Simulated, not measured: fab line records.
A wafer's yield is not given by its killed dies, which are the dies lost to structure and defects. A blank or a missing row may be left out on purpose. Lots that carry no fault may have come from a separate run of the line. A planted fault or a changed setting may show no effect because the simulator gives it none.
Chamber matching || flow gf180mcu || pecvd-04 running GF_V4_CVD_02: 3 sister chambers
The step deposits SiO2 from TEOS, target thk 850 nm, time 94.851 s. 6 wafers are shown with their chamber, then 9 later ones without.

## WAFERS PAIRED WITH THEIR CHAMBERS
{"wafer": "L081.6", "chamber": 2, "heater-power-w (W)": 638, "susceptor-temp-C (C)": 400.09}
{"wafer": "L087.1", "chamber": 0, "heater-power-w (W)": 538, "susceptor-temp-C (C)": 399.82}
{"wafer": "L087.6", "chamber": 1, "heater-power-w (W)": 809, "susceptor-temp-C (C)": 400.12}
{"wafer": "L088.4", "chamber": 1, "heater-power-w (W)": 638, "susceptor-temp-C (C)": 400.03}
{"wafer": "L088.5", "chamber": 2, "heater-power-w (W)": 543, "susceptor-temp-C (C)": 400.15}
{"wafer": "L088.6", "chamber": 0, "heater-power-w (W)": 636, "susceptor-temp-C (C)": 400.44}

## WAFERS WHOSE CHAMBER IS MISSING
{"wafer": "L089.3", "heater-power-w (W)": 748, "susceptor-temp-C (C)": 399.89}
{"wafer": "L089.4", "heater-power-w (W)": 528, "susceptor-temp-C (C)": 399.91}
{"wafer": "L089.6", "heater-power-w (W)": 817, "susceptor-temp-C (C)": 400.25}
{"wafer": "L095.1", "heater-power-w (W)": 609, "susceptor-temp-C (C)": 400.37}
{"wafer": "L095.4", "heater-power-w (W)": 653, "susceptor-temp-C (C)": 399.97}
{"wafer": "L095.5", "heater-power-w (W)": 647, "susceptor-temp-C (C)": 399.88}
{"wafer": "L096.2", "heater-power-w (W)": 662, "susceptor-temp-C (C)": 400.23}
{"wafer": "L096.4", "heater-power-w (W)": 658, "susceptor-temp-C (C)": 399.89}
{"wafer": "L096.5", "heater-power-w (W)": 801, "susceptor-temp-C (C)": 400.43}

## WHICH CHAMBER EACH WENT THROUGH
{"wafer": "L089.3", "from the rows above": "can't be placed: 1 or 2 or 0", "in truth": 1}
{"wafer": "L089.4", "from the rows above": "can't be placed: 2 or 0 or 1", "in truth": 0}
{"wafer": "L089.6", "from the rows above": "can't be placed: 1 or 2 or 0", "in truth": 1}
{"wafer": "L095.1", "from the rows above": "can't be placed: 0 or 2 or 1", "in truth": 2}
{"wafer": "L095.4", "from the rows above": "can't be placed: 1 or 2 or 0", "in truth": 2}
{"wafer": "L095.5", "from the rows above": "can't be placed: 2 or 1 or 0", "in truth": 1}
{"wafer": "L096.2", "from the rows above": "can't be placed: 2 or 1 or 0", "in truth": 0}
{"wafer": "L096.4", "from the rows above": "can't be placed: 1 or 2 or 0", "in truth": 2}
{"wafer": "L096.5", "from the rows above": "can't be placed: 1 or 2 or 0", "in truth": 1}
Correct placement for 0 of the 9. Can't be placed from these rows: 9 (the true chamber is among the candidates in 9). Placed wrongly: 0.
How it was worked out, from the rows above alone: a wafer's distance from a chamber is the root of the sum, over the readings, of the square of ((its reading less the chamber's mean) divided by the reading's scatter). The wafer belongs to the nearest chamber; if the next one is less than 2 further off, it can't be placed. For every chamber, the mean is computed from those of its wafers that are shown. How the scatter is found: for the shown wafers, subtract from each reading the mean of its chamber, square and add these, divide the total by (wafers less chambers), then take the root.
